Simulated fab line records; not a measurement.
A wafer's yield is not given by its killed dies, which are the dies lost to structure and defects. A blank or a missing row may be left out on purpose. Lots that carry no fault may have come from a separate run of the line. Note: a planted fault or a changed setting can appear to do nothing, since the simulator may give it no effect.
Struck lot and sound lot, side by side ; flow sky130 ; 16 out of 708 route steps
Sound: the wafers L870.2, L870.3, L870.5. The struck wafers were L868.3, L868.5, L868.6. The cause comes at the end.
Per side, at each step with rows, come the tool, then ch with its chambers, and then its first start. Under that, the readings that differ: sound wafers ; struck wafers ; difference of the means ; sigmas: that difference in standard deviations of wafers without a fault.
alike: a reading whose means differ by less than 2 such deviations, as well as words and numbers matching on both sides. not compared: withheld readings; readings where some wafer has no value; bounds like >300 that might hide an equal value; numbers whose values overlap and for which the record gives no deviation.
A row with sigmas, a row that says differs or no value, or rows on one side alone: a step with any of these is where the two part. When numbers do not overlap yet have no deviation, they are printed without sigmas and do not part them. A reading that every wafer of one side lacks parts them only if that side has two wafers or more.

SKY_VT_ADJUST_HVTP_OVL_MEAS_08:
  struck on overlay-01, day 9 16:56; sound on overlay-01, day 10 09:53
  alike: VT_ADJUST_HVTP_OVL
next, for these wafers, 1 step has no rows: SKY_VT_ADJUST_HVTP_IMPLANT_09.
SKY_VT_ADJUST_HVTP_STRIP_10: strips in O2/N2.
  sound on plasmaAsher-04 ch 0,1, day 10 10:04; struck on plasmaAsher-04 ch 0,1, day 9 17:09
  alike: drypumpMotorCurrentA, oesProductAu, stripTimeToEndpointS
  not compared: rfHoursCounterH
SKY_VT_ADJUST_HVTP_TW_MEAS_11:
  struck on filmMetro-02, day 9 17:14; sound on filmMetro-03, day 10 10:10
  alike: VT_ADJUST_HVTP_TW
then, 7 steps without rows for these wafers: SKY_VT_ADJUST_LVTN_DEHYDRATE_00 (time 60 s); SKY_VT_ADJUST_LVTN_HMDS_01 (prime time 60 s); SKY_VT_ADJUST_LVTN_COAT_02 (resist thk 3000 nm); SKY_VT_ADJUST_LVTN_SOFTBAKE_03; SKY_VT_ADJUST_LVTN_EXPOSE_04 (exposes mask NWM COMPLEMENT LESS NATIVE, target cd 840 nm); SKY_VT_ADJUST_LVTN_PEB_05; SKY_VT_ADJUST_LVTN_DEVELOP_06 (develop time 60 s).
SKY_VT_ADJUST_LVTN_OVL_MEAS_07:
  struck on overlay-01, day 10 16:47; sound on overlay-01, day 11 08:52
  alike: VT_ADJUST_LVTN_OVL
SKY_VT_ADJUST_LVTN_IMPLANT_08:
  sound on implanter-04 ch 0, day 11 08:55; struck on implanter-02 ch 0, day 10 16:51
reading;sound;struck;difference;sigmas
doseIonsCm2;1.5687e+12 1.5724e+12 1.5719e+12;7.683e+11 7.691e+11 7.676e+11;-8.027e+11;-99 or more
faradayCurrentUA;8.88 8.65 8.72;4.35 4.24 4.20;-4.49;-22
SKY_VT_ADJUST_LVTN_STRIP_09: strips in O2/N2.
  sound on plasmaAsher-01 ch 0,1, day 11 09:02; struck on plasmaAsher-03 ch 0,1, day 10 16:59
  alike: drypumpMotorCurrentA, oesProductAu, stripTimeToEndpointS
  not compared: rfHoursCounterH
SKY_VT_ADJUST_LVTN_TW_MEAS_10:
  struck on filmMetro-01, day 10 17:18; sound on filmMetro-02, day 11 09:09
reading;sound;struck;difference;sigmas
VT_ADJUST_LVTN_TW;238.6 237.4 238.3;196.1 196.1 196.6;-41.8;-30
  not compared: hold
-- the record jumps here: 39 days lie between the struck wafers' starts before and after (it left off in module VT_ADJUST_LVTN and takes up again in module PAD_OPEN, whose first step shown is number 708 of the route) --
SKY_PAD_OPEN_PROBE_99:
  struck on prober-02, day 49 05:59; sound on prober-02, day 49 16:34
reading;sound;struck;difference;sigmas
model.etest.nfet_01v8_lvt.driveUaUm;582.5 558.6 576.1;621.6 608.8 613.9;+42.4;
model.etest.nfet_01v8_swapped.offLog10AUm;-13.32 -13.36 -13.39;-13.2 -13.19 -13.06;+0.2;
model.etest.nfet_01v8.offLog10AUm;-13.34 -13.31 -13.29;-13.06 -13.15 -13.11;+0.21;
model.etest.nfet_01v8_turned.offLog10AUm;-13.22 -13.49 -13.31;-13.13 -13.16 -13.12;+0.20;
model.etest.nfet_01v8_lvt.vtSatV (V);0.5221 0.5349 0.5222;0.4793 0.494 0.4783;-0.0425;
model.etest.nfet_01v8_lvt.vtV (V);0.6018 0.6048 0.6004;0.5764 0.5849 0.5817;-0.0213;
model.etest.nfet_01v8_swapped.vtSatV (V);0.6352 0.6434 0.6428;0.6161 0.6236 0.6112;-0.0235;
model.etest.nfet_01v8.vtSatV (V);0.6339 0.6463 0.6354;0.6157 0.6247 0.6109;-0.0214;
  alike: killed_at_M0_to_M3, killed_at_M4_up, killedAtContacts, killedAtFrontEnd, killedAtOther, killedDies, killedOpen, killedShort

== WHERE THEY PART ==
Last at SKY_VT_ADJUST_LVTN_TW_MEAS_10 as far as this record goes, first at SKY_VT_ADJUST_LVTN_IMPLANT_08. Later steps at which nothing parts them and some readings are alike: SKY_PAD_OPEN_PROBE_99.

WHY: what the simulator had put in
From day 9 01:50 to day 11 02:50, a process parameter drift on implanter-02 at SKY_VT_ADJUST_LVTN_IMPLANT_08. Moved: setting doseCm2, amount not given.
